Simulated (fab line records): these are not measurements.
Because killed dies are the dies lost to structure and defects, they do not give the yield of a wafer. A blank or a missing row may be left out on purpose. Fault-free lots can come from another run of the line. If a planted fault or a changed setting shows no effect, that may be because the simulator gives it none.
A lot that was struck, set against a sound lot :: flow sky130 :: 18 out of 708 route steps
Sound: these wafers, L726.2, L726.3, L726.6. Struck: wafer L722.5. The cause is named last.
Each step with rows lists, per side, the tool, then ch with its chambers, then its first start. Under that, the readings that differ: sound wafers :: struck wafers :: difference of the means :: sigmas: that difference in standard deviations of wafers without a fault.
alike: same words and numbers on both sides, and readings whose means sit less than 2 such deviations apart. not compared: any withheld reading, any reading some wafer has no value for, any bound like >300 that may hide the same value, and any number with overlapping values for which the record gives no deviation.
A row with sigmas, a row that says differs or no value, or rows on one side alone: a step with any of these is where the two part. Numbers that don't overlap but have no deviation are shown without sigmas and don't part them. A reading that every wafer of one side lacks parts them only if that side has two wafers or more.

first, 3 steps without rows for these wafers: SKY_SONOS_ONO_WET_ETCH_18 (etches Si3N4 in H3PO4, target depth 15 nm, time 172 s); SKY_GATE_OXIDE_CLEAN_00 (cleans in SC1/SC2, time 150 s); SKY_GATE_OXIDE_OXIDATION_01 (stabilise 600 s, purge 300 s, target thk 10.268 nm).
SKY_GATE_OXIDE_THK_MEAS_02:
  struck on film-metro-04, day 15 17:22; sound on film-metro-04, day 17 11:23
reading: GATE_OXIDE_OXIDATION_00_THK (nm)
sound: 10.46 10.38 10.65
struck: 9.75
difference: -0.75
sigmas: -3
then, 7 steps without rows for these wafers: SKY_GATE_OXIDE_DEHYDRATE_03 (time 60 s); SKY_GATE_OXIDE_HMDS_04 (prime time 60 s); SKY_GATE_OXIDE_COAT_05 (resist thk 1140 nm); SKY_GATE_OXIDE_SOFTBAKE_06 (time 60 s); SKY_GATE_OXIDE_EXPOSE_07 (exposes mask LVOM, target cd 600 nm); SKY_GATE_OXIDE_PEB_08; SKY_GATE_OXIDE_DEVELOP_09 (develop time 60 s).
SKY_GATE_OXIDE_OVL_MEAS_10:
  struck on overlay-01, day 16 20:11; sound on overlay-01, day 18 15:34
  alike: GATE_OXIDE_OVL
SKY_GATE_OXIDE_IMPLANT_11:
  sound on implanter-02 ch 0, day 18 15:38; struck on implanter-01 ch 0, day 16 20:18
reading: beam-on-s (s)
sound: 10.06 9.84 9.91
struck: 11.11
difference: +1.17
sigmas: +5

reading: faraday-current-uA
sound: 14.6 14.9 14.8
struck: 13.2
difference: -1.6
sigmas: -5
then, 1 step without rows for these wafers: SKY_GATE_OXIDE_WET_ETCH_12 (etches SiO2 in dHF, target depth 16.8 nm, time 336 s).
SKY_GATE_OXIDE_STRIP_13: strips in O2/N2.
  sound on plasma-asher-03 ch 0,1, day 18 15:52; struck on plasma-asher-03 ch 0, day 16 20:31
reading: drypump-motor-current-A (A)
sound: 6.02 5.28 5.28
struck: 6.05
difference: +0.52
sigmas: +2
  alike: n2-flow-sccm, oes-product-au, strip-time-to-endpoint-s
  not compared: rf-hours-counter-h
SKY_GATE_OXIDE_TW_MEAS_14:
  struck on film-metro-02, day 16 20:36; sound on film-metro-02, day 18 15:59
reading: GATE_OXIDE_TW
sound: 221.6 222.2 221.7
struck: 226.8
difference: +5.0
sigmas: +3
then, 1 step without rows for these wafers: SKY_GATE_OXIDE_CLEAN_15 (cleans in SC1/SC2, time 150 s).
-- record jumps: 31 days separate the struck wafers' starts on either side; left off in module GATE_OXIDE, taken up again in module PAD_OPEN, whose first shown step is the route's number 708 --
SKY_PAD_OPEN_PROBE_99:
  struck on prober-01, day 48 04:08; sound on prober-01, day 49 04:56
reading: model.etest.pfet_01v8_lvt.drive-ua-um
sound: 177.7 176.4 177.3
struck: 183.8
difference: +6.7
sigmas: 

reading: model.etest.pfet_01v8_mvt.drive-ua-um
sound: 152.1 151.3 150.8
struck: 159.8
difference: +8.4
sigmas: 

reading: model.etest.pfet_01v8_lvt.off-log10-a-um
sound: -8.749 -8.88 -8.886
struck: -7.538
difference: +1.300
sigmas: 

reading: model.etest.pfet_01v8_mvt.off-log10-a-um
sound: -11.11 -11.06 -11.22
struck: -9.493
difference: +1.637
sigmas: 

reading: model.etest.pfet_01v8_lvt.vt-sat-v (V)
sound: -0.4455 -0.4404 -0.4459
struck: -0.3113
difference: +0.1326
sigmas: 

reading: model.etest.pfet_01v8_lvt.vt-v (V)
sound: -0.5383 -0.5366 -0.5417
struck: -0.4144
difference: +0.1245
sigmas: 

reading: model.etest.pfet_01v8_lvt.vt-long-v (V)
sound: -0.659 -0.6518 -0.6576
struck: -0.5465
difference: +0.1096
sigmas: 

reading: model.etest.pfet_01v8_mvt.vt-sat-v (V)
sound: -0.5988 -0.5973 -0.6081
struck: -0.4656
difference: +0.1358
sigmas: 
  alike: killed_at_M0_to_M3, killed_at_M4_up, killed-at-contacts, killed-at-front-end, killed-at-other, killed-dies, killed-open, killed-short

== WHERE THEY PART ==
Earliest at SKY_GATE_OXIDE_THK_MEAS_02; latest, in this record, at SKY_GATE_OXIDE_TW_MEAS_14. Later steps at which nothing parts them and some readings are alike: SKY_PAD_OPEN_PROBE_99.

WHY: the cause the simulator had injected
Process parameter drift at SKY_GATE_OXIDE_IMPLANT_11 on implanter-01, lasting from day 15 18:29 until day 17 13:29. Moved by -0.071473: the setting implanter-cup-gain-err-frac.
